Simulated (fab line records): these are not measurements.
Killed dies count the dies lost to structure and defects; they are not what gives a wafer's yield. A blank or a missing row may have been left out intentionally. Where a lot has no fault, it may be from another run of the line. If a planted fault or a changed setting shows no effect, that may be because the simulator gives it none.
What tool caused it? :: flow sky130 :: 12 lots with 36 wafers sampled at 5 steps, on a route of 708 steps

## WHAT THE GAUGES READ, wafer by wafer
SKY_CAP2M_THK_MEAS_01.
lot: L075
measured: day 39 11:34
on: film_metro-03
CAP2M_CVD_00_THK (nm): 14.99 15.22 15.37

lot: L077
measured: day 41 15:47
on: film_metro-02
CAP2M_CVD_00_THK (nm): 15.45 15.82 15.74

lot: L079
measured: day 41 23:41
on: film_metro-03
CAP2M_CVD_00_THK (nm): 15.49 15.80 15.80

lot: L081
measured: day 42 12:34
on: film_metro-02
CAP2M_CVD_00_THK (nm): 15.30 15.47 15.36

lot: L083
measured: day 42 21:47
on: film_metro-03
CAP2M_CVD_00_THK (nm): 15.57 15.44 15.46

lot: L085
measured: day 43 11:55
on: film_metro-01
CAP2M_CVD_00_THK (nm): 14.81 15.30 15.45

lot: L087
measured: day 43 14:09
on: film_metro-03
CAP2M_CVD_00_THK (nm): 15.29 15.42 15.55

lot: L089
measured: day 44 01:32
on: film_metro-02
CAP2M_CVD_00_THK (nm): 15.15 15.27 15.21

lot: L091
measured: day 44 10:40
on: film_metro-02
CAP2M_CVD_00_THK (nm): 15.42 15.48 15.76

lot: L093
measured: day 44 22:43
on: film_metro-01
CAP2M_CVD_00_THK (nm): 15.06 15.24 15.49

lot: L095
measured: day 45 16:07
on: film_metro-01
CAP2M_CVD_00_THK (nm): 15.06 15.26 15.53

lot: L097
measured: day 45 23:08
on: film_metro-03
CAP2M_CVD_00_THK (nm): 15.36 15.31 15.12

## WHAT TOOL EACH LOT RAN ON (gives the tool, then ch and the chambers of the sampled wafers, and finally the start)
lot: L075
SKY_FIELD_ISO_ETCH_15: rie_diel-02 ch 0,1, day 2 09:08
SKY_VT_ADJUST_HVTR_STRIP_10: plasma_asher-01 ch 0,1, day 9 13:35
SKY_POLY_GATE_ETCH_15: rie_diel-03 ch 1,3, day 16 08:05
SKY_CAPM_METAL_ETCH_13: rie_metal-01 ch 0,1, day 37 05:21

lot: L077
SKY_FIELD_ISO_ETCH_15: rie_diel-04 ch 0,2, day 2 20:44
SKY_VT_ADJUST_HVTR_STRIP_10: plasma_asher-04 ch 0,1, day 11 09:39
SKY_POLY_GATE_ETCH_15: rie_diel-03 ch 0,2,3, day 18 13:19
SKY_CAPM_METAL_ETCH_13: rie_metal-01 ch 0,1, day 39 10:41

lot: L079
SKY_FIELD_ISO_ETCH_15: rie_diel-04 ch 0,3, day 3 05:40
SKY_VT_ADJUST_HVTR_STRIP_10: plasma_asher-02 ch 0, day 11 18:47
SKY_POLY_GATE_ETCH_15: rie_diel-01 ch 1,2, day 19 02:54
SKY_CAPM_METAL_ETCH_13: rie_metal-04 ch 0, day 39 19:17

lot: L081
SKY_FIELD_ISO_ETCH_15: rie_diel-04 ch 1,2,3, day 3 18:44
SKY_VT_ADJUST_HVTR_STRIP_10: plasma_asher-02 ch 0,1, day 12 09:02
SKY_POLY_GATE_ETCH_15: rie_diel-04 ch 0,2,3, day 19 20:42
SKY_CAPM_METAL_ETCH_13: rie_metal-01 ch 0, day 40 08:47

lot: L083
SKY_FIELD_ISO_ETCH_15: rie_diel-04 ch 0,1,3, day 4 04:58
SKY_VT_ADJUST_HVTR_STRIP_10: plasma_asher-02 ch 0,1, day 12 14:43
SKY_POLY_GATE_ETCH_15: rie_diel-01 ch 0,2,3, day 20 05:31
SKY_CAPM_METAL_ETCH_13: rie_metal-02 ch 0,1, day 40 18:26

lot: L085
SKY_FIELD_ISO_ETCH_15: rie_diel-04 ch 0,2,3, day 4 23:49
SKY_VT_ADJUST_HVTR_STRIP_10: plasma_asher-02 ch 0,1, day 13 08:25
SKY_POLY_GATE_ETCH_15: rie_diel-01 ch 0,1,2, day 21 04:55
SKY_CAPM_METAL_ETCH_13: rie_metal-04 ch 0,1, day 41 07:55

lot: L087
SKY_FIELD_ISO_ETCH_15: rie_diel-02 ch 1,3, day 5 03:35
SKY_VT_ADJUST_HVTR_STRIP_10: plasma_asher-04 ch 0,1, day 13 14:37
SKY_POLY_GATE_ETCH_15: rie_diel-01 ch 1,2,3, day 21 08:48
SKY_CAPM_METAL_ETCH_13: rie_metal-01 ch 0,1, day 41 11:30

lot: L089
SKY_FIELD_ISO_ETCH_15: rie_diel-01 ch 1,2,3, day 5 13:18
SKY_VT_ADJUST_HVTR_STRIP_10: plasma_asher-04 ch 0,1, day 14 07:28
SKY_POLY_GATE_ETCH_15: rie_diel-01 ch 1,2, day 22 00:01
SKY_CAPM_METAL_ETCH_13: rie_metal-02 ch 0,1, day 41 23:44

lot: L091
SKY_FIELD_ISO_ETCH_15: rie_diel-01 ch 0,1,2, day 5 21:01
SKY_VT_ADJUST_HVTR_STRIP_10: plasma_asher-02 ch 1, day 14 14:23
SKY_POLY_GATE_ETCH_15: rie_diel-04 ch 0,1,3, day 22 11:39
SKY_CAPM_METAL_ETCH_13: rie_metal-04 ch 0, day 42 09:20

lot: L093
SKY_FIELD_ISO_ETCH_15: rie_diel-02 ch 0,1,2, day 6 07:50
SKY_VT_ADJUST_HVTR_STRIP_10: plasma_asher-04 ch 0,1, day 15 02:32
SKY_POLY_GATE_ETCH_15: rie_diel-01 ch 0,1, day 23 03:43
SKY_CAPM_METAL_ETCH_13: rie_metal-02 ch 0,1, day 42 22:30

lot: L095
SKY_FIELD_ISO_ETCH_15: rie_diel-04 ch 0,1,3, day 6 17:19
SKY_VT_ADJUST_HVTR_STRIP_10: plasma_asher-01 ch 1, day 16 02:08
SKY_POLY_GATE_ETCH_15: rie_diel-03 ch 0,1,2, day 24 02:42
SKY_CAPM_METAL_ETCH_13: rie_metal-02 ch 1, day 43 15:57

lot: L097
SKY_FIELD_ISO_ETCH_15: rie_diel-01 ch 0,2,3, day 7 05:50
SKY_VT_ADJUST_HVTR_STRIP_10: plasma_asher-04 ch 0,1, day 16 11:16
SKY_POLY_GATE_ETCH_15: rie_diel-01 ch 0,1,3, day 24 16:25
SKY_CAPM_METAL_ETCH_13: rie_metal-04 ch 0,1, day 44 00:14
- SKY_FIELD_ISO_ETCH_15: etches the open film in CHF3/O2, stops on Si, target depth 180 nm, time 72 s.
- SKY_VT_ADJUST_HVTR_STRIP_10: strips in O2/N2.
- SKY_POLY_GATE_ETCH_15: etches BARC in N2/H2, stops on SiO2, time 118.5 s, target depth 110 nm.
- SKY_CAPM_METAL_ETCH_13: etches TiN in Cl2/BCl3, stops on SiO2, target depth 220 nm, time 62.9 s.

## THE ANSWER, worked out from the rows above alone
Rule: what is usual is taken from the lots themselves. Put in order of their means at a reading, lots are off if they are a third of the lots or fewer, leave a main group of 4 or more, and stand apart from it by a gap of 3 or more times the standard deviation of the main group's means; of several such gaps the widest counts. Not used: any main group whose means are identical at the precision the tables above print for the reading. A lot without any number at a reading at which 4 lots or more have one is off too. Any other lot the step has rows for is counted as sound.
Nothing can be told from this: no lot is off at any reading shown.

## WHAT THE SIMULATOR HAD INSERTED
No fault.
